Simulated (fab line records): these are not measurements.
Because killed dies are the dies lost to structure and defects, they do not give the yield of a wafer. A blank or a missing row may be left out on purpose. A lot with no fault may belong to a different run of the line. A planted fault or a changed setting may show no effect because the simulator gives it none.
2 desks, one fault    flow sfq line    each desk has only its own numbers; what lay behind them comes last

== AT THE METROLOGY DESK ==
Means of the sampled wafers that have a number, per lot and without regard to the tool the lot ran on: this is what the gauges read. A lot is out of limits, marked OUT, if its mean lies more than 4 standard deviations from the usual mean; the brackets give that distance.
Columns: A = I6_OVL at SFQ_I6_OVL_MEAS_942, usual 0 nm; B = M7_NB_RS at SFQ_M7_RS_MEAS_943, usual 0.888 ohm/sq; C = M7_OVL at SFQ_M7_OVL_MEAS_945, usual 0 nm
lot   first seen here  A    B      C
L946  day 71 05:37     -8   0.886  1
L954  day 74 09:43     -6   0.896  6
L958  day 75 17:04     2    0.879  4
L959  day 75 19:27     4    0.872  2
L964  day 76 18:14     -8   0.896  -9
L965  day 76 20:40     -10  0.894  1
Finding of this desk: none of the 6 lots has anything out of limits.

== DESK OF THE TOOL OWNER: litho track-03 ==
The tool's own readings at SFQ_TRILAYER_M7_LITHO_COAT_177 (resist thk 600 nm): means of the sampled wafers that have a number, for each lot that ran on this tool. A lot is out of limits, marked OUT, if its mean lies more than 4 standard deviations from the usual mean; the brackets give that distance.
Columns: A = spin speed rpm at SFQ_TRILAYER_M7_LITHO_COAT_177, usual 2999.9 rpm
lot   first seen here  A
L954  day 74 11:29     3003.4
L958  day 75 19:14     2789.8 (-99 or more) OUT
L959  day 75 21:03     2790.2 (-99 or more) OUT
This desk's verdict: out of limits on L958, L959, starting with L958 at day 75 19:14 (spin speed rpm at SFQ_TRILAYER_M7_LITHO_COAT_177). In limits: L954.

== TAKEN TOGETHER ==
The tool owner's desk had the chance to raise an alarm at day 75 19:14 on L958, L959.
From the metrology desk's view, nothing was out of limits.
The metrology desk holds a record of L958, L959, inside its limits.
On litho track-03, each named lot ran SFQ_TRILAYER_M7_LITHO_COAT_177.

== WHAT THE SIMULATOR HAD PUT IN ==
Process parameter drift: litho track-03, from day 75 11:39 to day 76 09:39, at SFQ_TRILAYER_M7_LITHO_COAT_177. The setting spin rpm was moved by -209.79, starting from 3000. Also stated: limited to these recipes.
Struck lots among those shown: L958, L959.
How many hours passed from the start of the fault until each desk's first out-of-limits reading: the tool owner's desk, 8.
